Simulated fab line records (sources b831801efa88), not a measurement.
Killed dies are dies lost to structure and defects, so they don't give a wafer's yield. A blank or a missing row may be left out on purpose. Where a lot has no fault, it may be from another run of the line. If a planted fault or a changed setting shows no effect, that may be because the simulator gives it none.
fab line records	flow sfq_line
[record] lots = 16	wafers = 48	last_day = 95
route steps=325 shown L0@3
lots untouched by any fault: they come from a run of this same line in which no faults occurred
start_h: the number of hours between the record's first day and the start of the first shown wafer of the lot	wait_h: hours elapsed since this lot's preceding step	" same as the row above	L1.1+2: a single row standing in for several wafers	- no value present, or no start provided	* or withheld: withheld	< > ~ a bound
route shown NAME@n: NAME is a module with steps in the file, n the number in the route of the first one	usual: mean/standard deviation of fault-free wafers	same: alike in all rows	chamber/n: place in a boat	sites: readings site by site	_std_site: the values' standard deviation	_edge_site: inner sites' mean taken away from outer sites' mean	radius_mm: for every site, how far away it sits from the centre of the wafer	mask NAME#n: copy n	behind: the tool/chamber that last shaped the wafer	hold: the reason the lot was held/the length of the hold in hours/how it ended	device: names the non-switching transistor (n, p or np)	end of line: tests run on the same wafers once the route is complete	a step with no rows: only its recipe	killed: count of dies lost to structure and defects at first sort (not the wafer's yield)	map: a wafer's dies, marking killed ones x, the rest . and places with no die _
set.NAME: the run value of the setting; set.NAME@STEP: its run value at that earlier step	model.NAME: the simulator's own value behind a step, which no gauge read
route steps across a sampled set of lots; one table per step, one row per wafer
services: when a tool's chamber went out of use (start_h, in hours from the record's first day, below 0 if earlier), for how many hours, and the reason
[[steps]]
[step SFQ_TRILAYER_L0_DEP_SPUTTER_003]
[recipe] material = MoNx_KI	base_pressure_pa = 1.33e-06	target_thk_nm = 40	power_w = 800	time_s = 100	chamber_pressure_pa = 0.4
[usual] base_pressure_pa = 1.33e-06/9.1e-08	throttle_valve_pct = 29.6/1.4
lot.wafer	tool	chamber	start_h	wait_h	base_pressure_pa	throttle_valve_pct
L941.2	pvd_sputter-05	-	12.49	0.0	1.15e-06	30.1
L941.3	"	-	"	"	1.36e-06	26.9
L941.4	"	-	"	"	1.28e-06	31.0
L943.1	pvd_sputter-05	-	22.49	0.0	1.41e-06	31.0
L943.4	"	-	"	"	1.34e-06	26.7
L943.5	"	-	"	"	1.72e-06	29.7
L950.1	pvd_sputter-03	-	57.49	0.0	1.27e-06	31.1
L950.5	"	-	"	"	1.33e-06	29.4
L950.6	"	-	"	"	1.28e-06	31.2
L951.3	pvd_sputter-05	-	62.49	0.0	1.3e-06	26.7
L951.4	"	-	"	"	1.37e-06	29.7
L951.5	"	-	"	"	1.31e-06	31.4
L952.2	pvd_sputter-05	-	67.49	0.0	1.45e-06	26.6
L952.4	"	-	"	"	1.34e-06	29.8
L952.6	"	-	"	"	1.35e-06	29.6
L953.1	pvd_sputter-06	-	72.49	0.0	1.34e-06	30.0
L953.2	"	-	"	"	1.31e-06	31.0
L953.6	"	-	"	"	1.27e-06	29.7
L954.1	pvd_sputter-05	-	77.49	0.0	1.27e-06	29.8
L954.3	"	-	"	"	1.23e-06	26.6
L954.4	"	-	"	"	1.41e-06	30.0
L956.1	pvd_sputter-05	-	87.49	0.0	1.28e-06	26.6
L956.2	"	-	"	"	1.34e-06	31.4
L956.6	"	-	"	"	1.23e-06	31.4
L957.1	pvd_sputter-05	-	92.49	0.0	1.2e-06	30.1
L957.2	"	-	"	"	1.33e-06	30.3
L957.6	"	-	"	"	1.17e-06	30.3
L958.2	pvd_sputter-03	-	97.49	0.0	1.28e-06	28.5
L958.3	"	-	"	"	1.38e-06	30.2
L958.4	"	-	"	"	1.37e-06	31.1
L959.1	pvd_sputter-06	-	102.49	0.0	1.51e-06	30.1
L959.5	"	-	"	"	1.17e-06	30.9
L959.6	"	-	"	"	1.26e-06	30.1
L960.1	pvd_sputter-05	-	107.49	0.0	1.34e-06	31.0
L960.2	"	-	"	"	1.29e-06	30.4
L960.5	"	-	"	"	1.38e-06	26.7
L961.2	pvd_sputter-03	-	112.49	0.0	1.34e-06	29.6
L961.4	"	-	"	"	1.2e-06	31.3
L961.6	"	-	"	"	1.35e-06	28.5
L962.2	pvd_sputter-05	-	117.49	0.0	1.28e-06	31.1
L962.3	"	-	"	"	1.44e-06	30.2
L962.4	"	-	"	"	1.33e-06	29.8
L963.3	pvd_sputter-05	-	122.49	0.0	1.25e-06	31.2
L963.4	"	-	"	"	1.26e-06	27.1
L963.6	"	-	"	"	1.49e-06	30.0
L964.1	pvd_sputter-06	-	127.49	0.0	1.36e-06	31.1
L964.3	"	-	"	"	1.46e-06	26.9
L964.6	"	-	"	"	1.48e-06	30.1
[step SFQ_L0_RS_MEAS_901]
[recipe] thk_meas_gauge = four-point-probe	reads = MoNx_KI_of_TRILAYER_L0_DEP_SPUTTER_003
[usual] L0_MONX_KI_RS = 43.7/0.42
lot.wafer	tool	chamber	start_h	wait_h	L0_MONX_KI_RS[ohm/sq]
L941.2	film_metro-02	-	12.58	0.1	44.1
L941.3	"	-	"	"	43.7
L941.4	"	-	"	"	44.3
L943.1	film_metro-04	-	22.56	0.0	44.1
L943.4	"	-	"	"	43.7
L943.5	"	-	"	"	44.0
L950.1	film_metro-02	-	57.56	0.0	44.5
L950.5	"	-	"	"	43.9
L950.6	"	-	"	"	44.3
L951.3	film_metro-02	-	62.60	0.1	44.1
L951.4	"	-	"	"	43.8
L951.5	"	-	"	"	44.0
L952.2	film_metro-02	-	67.58	0.1	44.0
L952.4	"	-	"	"	43.7
L952.6	"	-	"	"	43.7
L953.1	film_metro-01	-	72.56	0.0	43.0
L953.2	"	-	"	"	44.0
L953.6	"	-	"	"	43.4
L954.1	film_metro-04	-	77.56	0.0	43.7
L954.3	"	-	"	"	44.1
L954.4	"	-	"	"	44.0
L956.1	film_metro-01	-	87.56	0.0	43.6
L956.2	"	-	"	"	43.8
L956.6	"	-	"	"	43.7
L957.1	film_metro-01	-	92.56	0.0	43.5
L957.2	"	-	"	"	45.9
L957.6	"	-	"	"	45.8
L958.2	film_metro-04	-	97.58	0.1	43.7
L958.3	"	-	"	"	44.0
L958.4	"	-	"	"	44.7
L959.1	film_metro-04	-	102.56	0.0	42.7
L959.5	"	-	"	"	43.4
L959.6	"	-	"	"	42.7
L960.1	film_metro-02	-	107.56	0.0	44.2
L960.2	"	-	"	"	46.4
L960.5	"	-	"	"	44.0
L961.2	film_metro-02	-	112.58	0.1	42.9
L961.4	"	-	"	"	43.4
L961.6	"	-	"	"	43.2
L962.2	film_metro-02	-	117.58	0.1	43.8
L962.3	"	-	"	"	46.0
L962.4	"	-	"	"	43.2
L963.3	film_metro-04	-	122.60	0.1	44.0
L963.4	"	-	"	"	43.9
L963.6	"	-	"	"	46.1
L964.1	film_metro-02	-	127.56	0.0	44.0
L964.3	"	-	"	"	43.5
L964.6	"	-	"	"	43.8
[step SFQ_L0_THK_MEAS_902]
[recipe] thk_meas_gauge = xrf	reads = MoNx_KI_of_TRILAYER_L0_DEP_SPUTTER_003
[usual] L0_MONX_KI_THK = 39.3/0.43
lot.wafer	tool	chamber	start_h	wait_h	L0_MONX_KI_THK[nm]
L941.2	film_metro-02	-	12.69	0.1	39.3
L941.3	"	-	"	"	39.6
L941.4	"	-	"	"	39.1
L943.1	film_metro-04	-	22.68	0.1	38.9
L943.4	"	-	"	"	39.3
L943.5	"	-	"	"	39.2
L950.1	film_metro-02	-	57.68	0.1	38.4
L950.5	"	-	"	"	39.3
L950.6	"	-	"	"	38.9
L951.3	film_metro-02	-	62.70	0.1	38.9
L951.4	"	-	"	"	39.3
L951.5	"	-	"	"	39.5
L952.2	film_metro-02	-	67.69	0.1	39.2
L952.4	"	-	"	"	39.7
L952.6	"	-	"	"	39.6
L953.1	film_metro-01	-	72.68	0.1	40.3
L953.2	"	-	"	"	38.9
L953.6	"	-	"	"	39.5
L954.1	film_metro-04	-	77.68	0.1	39.2
L954.3	"	-	"	"	39.1
L954.4	"	-	"	"	39.4
L956.1	film_metro-01	-	87.68	0.1	39.2
L956.2	"	-	"	"	39.2
L956.6	"	-	"	"	38.9
L957.1	film_metro-01	-	92.68	0.1	39.3
L957.2	"	-	"	"	37.4
L957.6	"	-	"	"	37.3
L958.2	film_metro-04	-	97.69	0.1	39.1
L958.3	"	-	"	"	38.9
L958.4	"	-	"	"	38.5
L959.1	film_metro-04	-	102.68	0.1	40.2
L959.5	"	-	"	"	39.6
L959.6	"	-	"	"	40.1
L960.1	film_metro-02	-	107.68	0.1	38.9
L960.2	"	-	"	"	37.1
L960.5	"	-	"	"	39.0
L961.2	film_metro-02	-	112.69	0.1	40.3
L961.4	"	-	"	"	39.7
L961.6	"	-	"	"	39.8
L962.2	film_metro-02	-	117.69	0.1	39.2
L962.3	"	-	"	"	37.5
L962.4	"	-	"	"	39.8
L963.3	film_metro-04	-	122.70	0.1	38.9
L963.4	"	-	"	"	39.3
L963.6	"	-	"	"	37.3
L964.1	film_metro-02	-	127.68	0.1	38.9
L964.3	"	-	"	"	39.4
L964.6	"	-	"	"	39.3
[step SFQ_TRILAYER_L0_ETCH_METAL_ETCH_008]
[recipe] target = MoNx_KI	stop_on = SiO2	mask_material = PR	chemistry = SF6/O2	target_depth_nm = 50	icp_w = 600	bias_w = 80	pressure_mtorr = 10	time_s = 25
[usual] bias_w = 79.95/0.23	drypump_motor_current_A = 5.7/0.34	oes_product_au = 0.871/0.0061
lot.wafer	tool	chamber	start_h	wait_h	bias_w	drypump_motor_current_A	oes_product_au	rf_hours_counter_h
L941.2	rie_metal-01	1	69.31	0.1	80.30	5.5	0.869	-
L941.3	"	1	"	"	79.30	5.5	0.878	-
L941.4	"	1	"	"	79.77	5.5	0.869	-
L943.1	rie_metal-04	0	71.64	0.0	80.19	6.2	0.871	5
L943.4	"	1	"	"	79.97	6.0	0.869	-
L943.5	"	0	"	"	80.01	6.2	0.865	-
L950.1	rie_metal-03	0	80.10	0.1	79.94	5.4	0.864	157
L950.5	"	0	"	"	79.85	5.4	0.868	-
L950.6	"	0	"	"	79.97	5.4	0.860	-
L951.3	rie_metal-01	0	81.25	0.0	80.01	5.9	0.862	-
L951.4	"	1	"	"	80.05	5.4	0.873	-
L951.5	"	1	"	"	80.12	5.5	0.873	-
L952.2	rie_metal-04	1	83.64	0.0	80.24	6.1	0.863	37
L952.4	"	1	"	"	80.58	6.1	0.875	-
L952.6	"	1	"	"	80.27	6.1	0.870	-
L953.1	rie_metal-01	1	84.84	0.0	80.44	5.4	0.888	19
L953.2	"	0	"	"	80.18	5.9	0.867	3
L953.6	"	1	"	"	79.89	5.5	0.877	-
L954.1	rie_metal-04	0	88.44	0.0	79.92	6.2	0.880	8
L954.3	"	1	"	"	79.64	6.0	0.868	-
L954.4	"	0	"	"	80.02	6.2	0.877	-
L956.1	rie_metal-01	0	167.49	0.0	80.19	5.9	0.864	21
L956.2	"	1	"	"	80.21	5.5	0.864	36
L956.6	"	1	"	"	80.10	5.4	0.881	-
L957.1	rie_metal-01	1	177.22	0.0	79.89	5.5	0.866	38
L957.2	"	0	"	"	80.17	5.9	0.840	22
L957.6	"	1	"	"	79.77	5.5	0.840	-
L958.2	rie_metal-03	1	178.42	0.0	79.88	5.3	0.866	139
L958.3	"	0	"	"	79.97	5.4	0.867	-
L958.4	"	1	"	"	79.81	5.3	0.856	-
L959.1	rie_metal-04	1	184.42	0.0	79.58	6.1	0.882	54
L959.5	"	0	"	"	80.18	6.3	0.869	-
L959.6	"	1	"	"	79.85	6.1	0.880	-
L960.1	rie_metal-04	0	188.02	0.0	79.70	6.3	0.865	25
L960.2	"	1	"	"	79.83	6.1	0.844	55
L960.5	"	1	"	"	79.83	6.1	0.873	-
L961.2	rie_metal-03	0	195.84	0.0	80.08	5.3	0.886	172
L961.4	"	0	"	"	80.01	5.4	0.880	-
L961.6	"	1	"	"	79.81	5.3	0.879	-
L962.2	rie_metal-01	0	204.32	0.1	80.17	5.8	0.871	-
L962.3	"	0	"	"	79.92	5.8	0.851	-
L962.4	"	0	"	"	80.15	5.9	0.887	-
L963.3	rie_metal-01	0	211.46	0.0	79.57	5.9	0.869	-
L963.4	"	1	"	"	80.23	5.5	0.868	-
L963.6	"	0	"	"	79.57	5.8	0.846	-
L964.1	rie_metal-03	1	217.44	0.0	80.09	5.3	0.861	145
L964.3	"	0	"	"	79.88	5.4	0.873	-
L964.6	"	1	"	"	80.03	5.3	0.866	-
[[services]]
tool	chamber	start_h	hours	kind
rie_metal-04	-	-4.51	14.6	pm
rie_metal-04	-	10.09	2.8	pm
rie_metal-04	0	24.69	-	clean
rie_metal-04	0	24.69	-	consumable_replace:focus_ring
rie_metal-04	0	24.69	20.7	scheduled_down
rie_metal-04	0	24.69	20.7	vent_cycle
rie_metal-03	1	44.18	45.0	repair
rie_metal-01	0	49.34	-	clean
rie_metal-01	0	49.34	-	consumable_replace:focus_ring
rie_metal-01	0	49.34	20.9	scheduled_down
rie_metal-01	0	49.34	20.9	vent_cycle
pvd_sputter-03	-	60.78	7.5	repair
pvd_sputter-06	-	65.78	1.3	repair
rie_metal-03	-	91.44	28.1	pm
rie_metal-03	0	134.09	3.7	repair
rie_metal-01	-	158.66	0.6	repair
rie_metal-01	0	183.14	10.2	repair
pvd_sputter-03	1	183.99	-	consumable_replace:kit
pvd_sputter-03	1	183.99	18.0	scheduled_down
pvd_sputter-03	1	183.99	18.0	vent_cycle
pvd_sputter-06	-	206.32	26.1	repair
[[key]]
[first_sign] step = SFQ_L0_RS_MEAS_901	reading = L0_MONX_KI_RS	direction = up	sigmas = 5.5	usual = 43.7	struck = 46.1
[effect] step = SFQ_L0_THK_MEAS_902	reading = L0_MONX_KI_THK	direction = down	sigmas = 4.7	usual = 39.3	struck = 37.3
[effect] step = SFQ_TRILAYER_L0_ETCH_METAL_ETCH_008	reading = oes_product_au	direction = down	sigmas = 4.3	usual = 0.871	struck = 0.844
met_at SFQ_TRILAYER_L0_DEP_SPUTTER_003
struck_lots L957,L960,L962,L963
struck_wafers L957.2,L957.6,L960.2,L962.3,L963.6
onset_between 77.49 92.49
[fault] kind = site_profile_drift	tool = pvd_sputter-05	chamber = -	onset_h = 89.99	steps = SFQ_TRILAYER_L0_DEP_SPUTTER_003	basis = fraction	max_abs_drift = 0.094378	slope_share_per_hr = 47.189	site_pattern = 0,0,0,0,0,-1,-1,-1,-1	scope = struck_wafers_only
